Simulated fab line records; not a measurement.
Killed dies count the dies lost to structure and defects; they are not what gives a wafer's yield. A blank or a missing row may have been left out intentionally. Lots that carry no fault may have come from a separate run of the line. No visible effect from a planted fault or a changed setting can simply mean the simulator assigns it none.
Split-lot study + flow sky130 + 23 wafers read from 5 lots, route of 708 steps

THE SPLIT
At SKY_SONOS_TUNNEL_EXPOSE_04 (exposes mask TUNM, target cd 410 nm), the setting dose_mj was moved away from the recipe's 136 on 9 of the 23 wafers read, by -5.1% to +7.1%. All remaining wafers had this setting at the recipe value.

FROM THE SPLIT TO THE READING: what the file shows between them, 2 steps
- SKY_SONOS_TUNNEL_PEB_05
- SKY_SONOS_TUNNEL_DEVELOP_06: develop time 61.5 s

THE READING
cd_nm (nm) at SKY_SONOS_TUNNEL_CD_MEAS_07, where the cd target is 410 nm. Fault-free wafers of this fab line usually give 410.1 nm, standard deviation 2.1 nm.

| wafer  | tool, chamber at the split | dose_mj as run | against the recipe | cd_nm, nm | against lot-mates on the recipe |
|--------|----------------------------|----------------|--------------------|-----------|---------------------------------|
| L076.1 | iline_stepper-01, 0        | 129.1          | -5.1%              | 394.3     | -15.6                           |
| L076.2 | iline_stepper-01, 0        | 129.1          | -5.1%              | 395.4     | -14.5                           |
| L076.3 | iline_stepper-01, 0        | 136            | recipe             | 409.3     | -                               |
| L076.5 | iline_stepper-01, 0        | 136            | recipe             | 410.5     | -                               |
| L076.6 | iline_stepper-01, 0        | 129.1          | -5.1%              | 394.8     | -15.1                           |
| L077.2 | iline_stepper-01, 0        | 136            | recipe             | 412.8     | -                               |
| L077.3 | iline_stepper-01, 0        | 136            | recipe             | 412.0     | -                               |
| L077.4 | iline_stepper-01, 0        | 145.6          | +7.1%              | 434.2     | +21.8                           |
| L077.5 | iline_stepper-01, 0        | 145.6          | +7.1%              | 432.0     | +19.6                           |
| L077.6 | iline_stepper-01, 0        | 145.6          | +7.1%              | 431.6     | +19.2                           |
| L079.2 | iline_stepper-02, 0        | 136            | recipe             | 413.5     | -                               |
| L079.3 | iline_stepper-02, 0        | 136            | recipe             | 411.8     | -                               |
| L079.4 | iline_stepper-02, 0        | 136            | recipe             | 412.2     | -                               |
| L079.5 | iline_stepper-02, 0        | 136            | recipe             | 412.4     | -                               |
| L079.6 | iline_stepper-02, 0        | 136            | recipe             | 415.3     | -                               |
| L081.2 | iline_stepper-01, 0        | 136            | recipe             | 408.9     | -                               |
| L081.4 | iline_stepper-01, 0        | 136            | recipe             | 408.0     | -                               |
| L081.6 | iline_stepper-01, 0        | 136            | recipe             | 408.9     | -                               |
| L085.1 | iline_stepper-02, 0        | 141.3          | +3.9%              | 422.0     | +11.6                           |
| L085.2 | iline_stepper-02, 0        | 136            | recipe             | 409.7     | -                               |
| L085.4 | iline_stepper-02, 0        | 141.3          | +3.9%              | 422.0     | +11.6                           |
| L085.5 | iline_stepper-02, 0        | 136            | recipe             | 411.0     | -                               |
| L085.6 | iline_stepper-02, 0        | 141.3          | +3.9%              | 423.1     | +12.8                           |

FIT RESULTS
A straight line over all 23 wafers: cd_nm changes by +3.08 nm for each +1% of dose_mj; r = +0.99; the points scatter about the line by 1.7 nm.
The same after taking each lot's own level away (the mean of its wafers on the recipe; 23 wafers): +2.93 nm for each +1%; r = +1.00; scatter 0.92 nm.
According to that fit, moving dose_mj by its largest amount changes the reading by 21 nm.
From 408.60 to 413.04 nm: that is the span of the lots' own levels, equal to 2.1 times the standard deviation above.
Hence the lot-to-lot level has little effect on the slope; both slopes agree.
Check: for one of the wafers moved furthest among these (+7.1%), held out of the fit, the line's prediction against its lot-mates is +20.4 nm. It came out at +21.8 nm against them.

OTHER SPLITS APPLIED TO THESE WAFERS
Other splits were also applied to these wafers ahead of the reading. Each is held against what the fit with the lots' levels taken away leaves over:
| other split on the same wafers          | wafers away from the commonest value | r with cd_nm (lot level and that fit taken away) |
|-----------------------------------------|--------------------------------------|--------------------------------------------------|
| SKY_FIELD_ISO_EXPOSE_10 dose_mj         | 7                                    | +0.51                                            |
| SKY_DNWELL_COAT_02 resist_thk_nm        | 8                                    | +0.13                                            |
| SKY_NWELL_IMPLANT_11 dose_cm2           | 6                                    | -0.01                                            |
| SKY_NWELL_IMPLANT_24 energy_kev         | 11                                   | -0.22                                            |
| SKY_VT_ADJUST_NCORE_SOFTBAKE_03 temp_c  | 10                                   | -0.02                                            |
| SKY_VT_ADJUST_PCH_IMPLANT_08 energy_kev | 8                                    | -0.57                                            |

THE WHOLE CHAIN: every reading that the file lists as answering this split, in the file's order
| step                        | what it does        | reading                                                             | change (the file's fit)              | r (the file's) |
|-----------------------------|---------------------|---------------------------------------------------------------------|--------------------------------------|----------------|
| SKY_SONOS_TUNNEL_DEVELOP_06 | develop time 61.5 s | SONOS_TUNNEL.cd_nm (the simulator's own value, which no gauge read) | +2.94 nm for each +1% of the setting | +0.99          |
| SKY_SONOS_TUNNEL_CD_MEAS_07 | target cd 410 nm    | cd_nm                                                               | +2.93 nm for each +1% of the setting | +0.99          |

FILE'S OWN FIT
cd_nm changes by +2.93 nm for each +1% of dose_mj, r = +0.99.
